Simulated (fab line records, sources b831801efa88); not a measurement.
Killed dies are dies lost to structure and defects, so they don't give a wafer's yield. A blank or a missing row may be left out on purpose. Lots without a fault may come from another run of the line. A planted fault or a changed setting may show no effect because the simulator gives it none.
A struck lot beside a sound one | flow sky130 | 44 steps out of a route of 708
Sound: wafers L474.4, L474.5, L474.6. Struck: wafer L461.1. (L461.2, L461.4 of the same lot were not struck and are left out.) The cause comes at the end.
At each step with rows: each side's tool, then ch and its chambers, then its first start. Under that, the readings that differ: sound wafers | struck wafers | difference of the means | sigmas: that difference in standard deviations of wafers without a fault.
alike: readings whose means differ by less than 2 such deviations, and words and numbers that are the same on both sides. not compared: withheld readings, readings that some wafer has no value for, bounds like >300 that may hide the same value, and numbers for which the record gives no deviation and whose values overlap.
The two part at a step that has a row with sigmas, a row that says differs or no value, or rows on one side only. Numbers that don't overlap but have no deviation are shown without sigmas and don't part them. A reading that every wafer of one side lacks parts them only if that side has two wafers or more.

first, 5 steps without rows for these wafers: SKY_VIA2_ETCH_15 (etches SiO2 in C4F8/O2/Ar, stops on TiN, target depth 546 nm, time 84 s); SKY_VIA2_STRIP_16 (strips in O2/N2); SKY_VIA2_STRIP_17 (strips in post etch residue remover, time 1200 s); SKY_VIA2_CLEAN_18 (cleans in IPA, time 180 s); SKY_VIA2_CLEAN_19 (cleans in O3/DIW).
SKY_VIA2_SPUTTER_20: material TiN, target thk 20 nm, time 80 s.
  sound on pvd_sputter-02, day 41 16:29; struck on pvd_sputter-02, day 37 09:14
  alike: throttle_valve_pct
SKY_VIA2_CVD_21: deposits W, target thk 420 nm, time 126.4 s.
  sound on cvd_w-01 ch 0,1, day 41 16:35; struck on cvd_w-01 ch 0, day 37 09:18
  alike: heater_power_w, susceptor_temp_C
SKY_VIA2_RS_MEAS_22: measures by four-point-probe.
  sound on film_metro-01, day 41 16:44; struck on film_metro-02, day 37 09:26
  alike: VIA2_W_RS
SKY_VIA2_THK_MEAS_23: measures by xrf.
  sound on film_metro-01, day 41 16:49; struck on film_metro-02, day 37 09:33
  alike: VIA2_W_THK
then, 3 steps without rows for these wafers: SKY_VIA2_CMP_24 (polishes, stops on SiO2, t overpolish 20 s, target thk 0 nm); SKY_METAL3_SPUTTER_00 (material Ti, target thk 15 nm, time 10 s); SKY_METAL3_SPUTTER_01 (material TiN, target thk 20 nm, time 16.7 s).
SKY_METAL3_SPUTTER_02: material AlCu, target thk 735 nm, time 39.1 s.
  sound on pvd_sputter-03, day 41 17:12; struck on pvd_sputter-03, day 37 09:58
  reading                                     | sound             | struck | difference | sigmas
  model.AlCu_of_METAL3_SPUTTER_02.thk_nm (nm) | 742.5 746.4 735.5 | 761    | +20        |
  alike: throttle_valve_pct
SKY_METAL3_SPUTTER_03: material Ti, target thk 5 nm, time 3.3 s.
  sound on pvd_sputter-03, day 41 17:14; struck on pvd_sputter-03, day 37 10:00
  alike: throttle_valve_pct
then, 1 step without rows for these wafers: SKY_METAL3_SPUTTER_04 (material TiN, target thk 70 nm, time 58.3 s).
SKY_CAPM_CVD_00: deposits SiO2, target thk 15.5 nm.
  sound on pecvd-02 ch 0,1,2, day 41 17:19; struck on pecvd-02 ch 0, day 37 10:04
  alike: heater_power_w, susceptor_temp_C
SKY_CAPM_THK_MEAS_01:
  sound on film_metro-03, day 41 17:22; struck on film_metro-04, day 37 10:05
  reading              | sound             | struck | difference | sigmas
  CAPM_CVD_00_THK (nm) | 15.72 15.71 15.93 | 15.13  | -0.66      | -3
SKY_CAPM_SPUTTER_02: material TiN, target thk 200 nm, time 166.7 s.
  sound on pvd_sputter-02, day 41 17:23; struck on pvd_sputter-04, day 37 10:09
  alike: susceptor_temp_C, throttle_valve_pct
SKY_CAPM_RS_MEAS_03: measures by four-point-probe.
  sound on film_metro-04, day 41 17:33; struck on film_metro-03, day 37 10:16
  alike: CAPM_TIN_RS
SKY_CAPM_THK_MEAS_04: measures by xrf.
  sound on film_metro-04, day 41 17:38; struck on film_metro-03, day 37 10:23
  alike: CAPM_TIN_THK
then, 7 steps without rows for these wafers: SKY_CAPM_DEHYDRATE_05 (time 60 s); SKY_CAPM_HMDS_06 (prime time 60 s); SKY_CAPM_COAT_07 (resist thk 1140 nm); SKY_CAPM_SOFTBAKE_08 (time 60 s); SKY_CAPM_EXPOSE_09 (exposes mask CAPM, target cd 1000 nm); SKY_CAPM_PEB_10; SKY_CAPM_DEVELOP_11 (develop time 60 s).
SKY_CAPM_OVL_MEAS_12:
  sound on overlay-01, day 42 16:17; struck on overlay-01, day 38 12:12
  alike: CAPM_OVL
then, 13 steps without rows for these wafers: SKY_CAPM_METAL_ETCH_13 (etches TiN in Cl2/BCl3, stops on SiO2, target depth 220 nm, time 62.9 s); SKY_CAPM_STRIP_14 (strips in O2/N2); SKY_CAPM_STRIP_15 (strips in post etch residue remover, time 1200 s); SKY_CAPM_CLEAN_16 (cleans in IPA, time 180 s); SKY_CAPM_CLEAN_17 (cleans in O3/DIW); SKY_METAL3_DEHYDRATE_05 (time 60 s); SKY_METAL3_HMDS_06 (prime time 60 s); SKY_METAL3_COAT_07 (resist thk 60 nm); SKY_METAL3_COAT_08 (resist thk 1140 nm); SKY_METAL3_SOFTBAKE_09 (time 90 s); SKY_METAL3_EXPOSE_10 (exposes mask MM3, target cd 300 nm); SKY_METAL3_PEB_11; SKY_METAL3_DEVELOP_12 (develop time 60 s).
SKY_METAL3_CD_MEAS_13: target cd 300 nm.
  sound on cd_sem-02, day 43 15:48; struck on cd_sem-01, day 39 13:29
  alike: cd_nm
SKY_METAL3_METAL_ETCH_18: etches the open film in Cl2/BCl3, stops on SiO2, target depth 845 nm, time 183.1 s.
  sound on rie_metal-03 ch 0,1, day 43 16:06; struck on rie_metal-02 ch 1, day 39 13:47
  reading                            | sound             | struck | difference                   | sigmas
  drypump_motor_current_A (A)        | 4.9 5.0 5.1       | 6.0    | +1.0                         | +3
  rf_hours_counter_h (h)             | - - -             | 10     | no value on the sound wafers |
  model.METAL3.feature_depth_nm (nm) | 870.9 875.6 865.9 | 892.9  | +22.1                        |
  model.etch.depth_nm (nm)           | 870.9 875.6 865.9 | 892.9  | +22.1                        |
  alike: oes_product_au, throttle_valve_pct
-- the record jumps here: 7 days lie between the struck wafers' starts before and after (it left off in module METAL3 and takes up again in module PAD_OPEN, whose first step shown is number 708 of the route) --
SKY_PAD_OPEN_PROBE_99:
  sound on prober-02, day 49 21:38; struck on prober-01, day 46 14:43
  reading                    | sound                   | struck  | difference | sigmas
  killed_at_contacts         | 26 29 15                | 12      | -11        | -2
  model.etest.met3.rs_ohm_sq | 0.04177 0.04166 0.04212 | 0.04112 | -0.00073   |
  alike: defect_limited_yield, killed_at_M0_to_M3, killed_at_M4_up, killed_at_front_end, killed_at_other, killed_dies, killed_on_rim, killed_open, killed_short, sort_bin_3_pad_short, sort_bin_5_function, sort_bin_6_memory, sort_n_pass, sort_yield_pct

WHERE THEY PART
First at SKY_CAPM_THK_MEAS_01; last, within this record, at SKY_PAD_OPEN_PROBE_99.

WHY: what the simulator had put in
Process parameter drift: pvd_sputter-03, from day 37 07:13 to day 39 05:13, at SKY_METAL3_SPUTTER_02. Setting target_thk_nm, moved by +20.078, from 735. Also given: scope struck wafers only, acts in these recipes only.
